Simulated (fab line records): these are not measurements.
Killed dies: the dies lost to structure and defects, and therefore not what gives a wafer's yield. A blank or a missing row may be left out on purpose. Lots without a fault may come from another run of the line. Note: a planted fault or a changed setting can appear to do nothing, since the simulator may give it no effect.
Which tool was responsible?    flow gf180mcu    6 lots, 18 wafers sampled, at 2 steps of a route of 602

WHAT EACH GAUGE READ, for each wafer
GF_LVPWELL_TW_MEAS_11.
lot   measured     on             LVPWELL_TW
L668  day 4 16:07  film metro-01  560.2 563.7 562.3
L670  day 5 00:49  film metro-04  566.1 571.3 564.6
L673  day 5 18:17  film metro-03  560.5 560.5 561.7
L680  day 7 10:16  film metro-04  617.5 613.1 612.6
L684  day 8 09:29  film metro-01  561.3 560.2 558.2
L686  day 8 18:13  film metro-04  564.8 564.5 566.7

WHICH TOOL RAN EACH LOT (tool, then ch and the chambers of the sampled wafers, then the start)
lot   GF_LVPWELL_IMPLANT_08
L668  implanter-01 ch 0, day 4 15:43
L670  implanter-01 ch 0, day 5 00:25
L673  implanter-04 ch 0, day 5 17:53
L680  implanter-04 ch 0, day 7 09:52
L684  implanter-01 ch 0, day 8 09:06
L686  implanter-02 ch 0, day 8 17:49
- GF_LVPWELL_IMPLANT_08

THE ANSWER, worked out from the rows above alone
Rule: the lots themselves supply what counts as usual. Put in order of their means at a reading, lots are off if they are a third of the lots or fewer, leave a main group of 4 or more, and stand apart from it by a gap of 3 or more times the standard deviation of the main group's means; of several such gaps the widest counts. If all means in a main group match to the digits the tables above print for the reading, that group is not used. A lot without any number at a reading at which 4 lots or more have one is off too. All remaining lots with rows at the step are treated as sound.
Off: at GF_LVPWELL_TW_MEAS_11 (LVPWELL_TW), L680. Mean 563.1 and standard deviation 2.8 in the main group.
If a tool, at a process step before that reading, ran all the lots that are off and no sound lot after the first of them, it fits. The gauges at GF_LVPWELL_TW_MEAS_11 are tried like those tools. One fits: implanter-04 at GF_LVPWELL_IMPLANT_08. A fault onset in the window from L673 (day 5 17:53, its last sound lot) to L680 (day 7 09:52, its first lot off) fits.

WHAT HAD BEEN PUT IN BY THE SIMULATOR
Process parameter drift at GF_LVPWELL_IMPLANT_08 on implanter-04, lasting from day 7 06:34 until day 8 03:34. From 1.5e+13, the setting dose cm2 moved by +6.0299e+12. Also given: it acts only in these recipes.
Struck lots among those shown: L680. The rule given above showed the same thing.
